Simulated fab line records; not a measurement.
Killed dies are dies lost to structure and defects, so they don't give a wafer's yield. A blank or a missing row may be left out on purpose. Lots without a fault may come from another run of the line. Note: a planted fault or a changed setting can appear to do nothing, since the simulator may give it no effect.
Struck lot and sound lot, side by side :: flow sky130 :: 37 out of 708 route steps
Sound: the wafers L128.2, L128.5, L128.6. Struck: wafer L140.6. (L140.1, L140.4 of the same lot were not struck and are left out.) The cause comes at the end.
Each step with rows lists, per side, the tool, then ch with its chambers, then its first start. Under that, the readings that differ: sound wafers :: struck wafers :: difference of the means :: sigmas: that difference in standard deviations of wafers without a fault.
alike: a reading whose means differ by less than 2 such deviations, as well as words and numbers matching on both sides. not compared: withheld readings; readings where some wafer has no value; bounds like >300 that might hide an equal value; numbers whose values overlap and for which the record gives no deviation.
Wherever a step has rows on one side only, a row that says differs or no value, or a row with sigmas, the two part there. Numbers that don't overlap but have no deviation are shown without sigmas and don't part them. A reading that every wafer of one side lacks parts them only if that side has two wafers or more.

first, 9 steps without rows for these wafers: SKY_VIA2_SPUTTER_20 (material TiN, target thk 20 nm, time 80 s); SKY_VIA2_CVD_21 (deposits W, target thk 420 nm, time 126.4 s); SKY_VIA2_CMP_24 (polishes, stops on SiO2, t overpolish 20 s, target thk 0 nm); SKY_METAL3_SPUTTER_00 (material Ti, target thk 15 nm, time 10 s); SKY_METAL3_SPUTTER_01 (material TiN, target thk 20 nm, time 16.7 s); SKY_METAL3_SPUTTER_02 (material AlCu, target thk 735 nm, time 39.1 s); SKY_METAL3_SPUTTER_03 (material Ti, target thk 5 nm, time 3.3 s); SKY_METAL3_SPUTTER_04 (material TiN, target thk 70 nm, time 58.3 s); SKY_CAPM_CVD_00 (deposits SiO2, target thk 15.5 nm).
SKY_CAPM_SPUTTER_02: material TiN, target thk 200 nm, time 166.7 s.
  sound on pvd-sputter-04 at day 38 17:14; struck on pvd-sputter-02 at day 42 04:38
reading: cathode-dc-power-W (W)
sound: 6500.8 6501.5 6499.8
struck: 7070.7
difference: +570.0
sigmas: +99 or more

reading: model.TiN_of_CAPM_SPUTTER_02.thk-nm (nm)
sound: 199.3 199.5 200.3
struck: 217.5
difference: +17.8
sigmas: 
  alike: throttle-valve-pct
SKY_CAPM_RS_MEAS_03: measures by four-point-probe.
  sound on film-metro-02 at day 38 17:22; struck on film-metro-02 at day 42 05:01
reading: CAPM_TIN_RS (ohm/sq)
sound: 6.95 6.93 6.89
struck: 6.35
difference: -0.57
sigmas: -5
  not compared: hold
SKY_CAPM_THK_MEAS_04: measures by xrf.
  sound on film-metro-02 at day 38 17:28; struck on film-metro-02 at day 42 09:36
reading: CAPM_TIN_THK (nm)
sound: 196 197 198
struck: 215
difference: +18
sigmas: +6
  not compared: hold
then, 6 steps without rows for these wafers: SKY_CAPM_HMDS_06 (prime time 60 s); SKY_CAPM_COAT_07 (resist thk 1140 nm); SKY_CAPM_SOFTBAKE_08 (time 60 s); SKY_CAPM_EXPOSE_09 (exposes mask CAPM, target cd 1000 nm); SKY_CAPM_PEB_10; SKY_CAPM_DEVELOP_11 (develop time 60 s).
SKY_CAPM_METAL_ETCH_13: etches TiN in Cl2/BCl3, stops on SiO2, target depth 220 nm, time 62.9 s.
  sound on rie-metal-01 ch 0,1, day 39 18:04; struck on rie-metal-04 ch 1, day 43 03:49
reading: oes-product-au (a.u.)
sound: 0.932 0.937 0.941
struck: 0.983
difference: +0.046
sigmas: +5

reading: throttle-valve-pct (%)
sound: 21.897 21.903 21.885
struck: 21.872
difference: -0.023
sigmas: -2
  alike: drypump-motor-current-A, he-backside-leak-sccm
  not compared: rf-hours-counter-h
then, 16 steps without rows for these wafers: SKY_CAPM_STRIP_14 (strips in O2/N2); SKY_CAPM_STRIP_15 (strips in post etch residue remover, time 1200 s); SKY_CAPM_CLEAN_16 (cleans in IPA, time 180 s); SKY_CAPM_CLEAN_17 (cleans in O3/DIW); SKY_METAL3_DEHYDRATE_05 (time 60 s); SKY_METAL3_HMDS_06 (prime time 60 s); SKY_METAL3_COAT_07 (resist thk 60 nm); SKY_METAL3_COAT_08 (resist thk 1140 nm); SKY_METAL3_SOFTBAKE_09 (time 90 s); SKY_METAL3_EXPOSE_10 (exposes mask MM3, target cd 300 nm); SKY_METAL3_PEB_11; SKY_METAL3_DEVELOP_12 (develop time 57.68 s); SKY_METAL3_DESCUM_15 (chemistry O2, time 8 s); SKY_METAL3_ETCH_16 (etches BARC in N2/H2, stops on SiO2, time 88.2 s, target depth 60 nm); SKY_METAL3_ETCH_17 (etches SiO2 in C4F8/O2/Ar, stops on TiN, time 3.9 s, target depth 15 nm); SKY_METAL3_METAL_ETCH_18 (etches the open film in Cl2/BCl3, stops on SiO2, target depth 845 nm, time 183.1 s).
SKY_METAL3_STRIP_20: strips in post etch residue remover, time 1200 s.
  sound on wet-bench-04 ch 2, day 40 19:46; struck on wet-bench-03 ch 1, day 44 04:07
reading: model.TiN_of_CAPM_SPUTTER_02.thk-nm (nm)
sound: 198.4 198.6 199.4
struck: 216.6
difference: +17.8
sigmas: 
  alike: bath-heat-duty-pct
-- the record jumps here: 6 days lie between the struck wafers' starts before and after (it left off in module METAL3 and takes up again in module PAD_OPEN, whose first step shown is number 708 of the route) --
SKY_PAD_OPEN_PROBE_99:
  sound on prober-01 at day 47 16:52; struck on prober-02 at day 50 06:00
reading: model.etest.cap-mim.plate-ohm-sq
sound: 5.967 6.055 5.955
struck: 5.49
difference: -0.50
sigmas: 

reading: model.etest.tester.sort_bin_8_pct (%)
sound: 0 0 0
struck: 2.888e-05
difference: +2.888e-05
sigmas: 
  alike: defect-limited-yield, killed_at_M0_to_M3, killed_at_M4_up, killed-at-contacts, killed-at-front-end, killed-at-other, killed-dies, killed-open, killed-short

WHERE THEY PART
At SKY_CAPM_SPUTTER_02 first; at SKY_CAPM_METAL_ETCH_13 last (within this record only). Later steps at which nothing parts them and some readings are alike: SKY_METAL3_STRIP_20, SKY_PAD_OPEN_PROBE_99.

WHY: whatever the simulator had introduced
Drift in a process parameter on pvd-sputter-02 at SKY_CAPM_SPUTTER_02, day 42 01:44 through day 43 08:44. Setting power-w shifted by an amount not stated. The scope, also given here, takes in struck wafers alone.
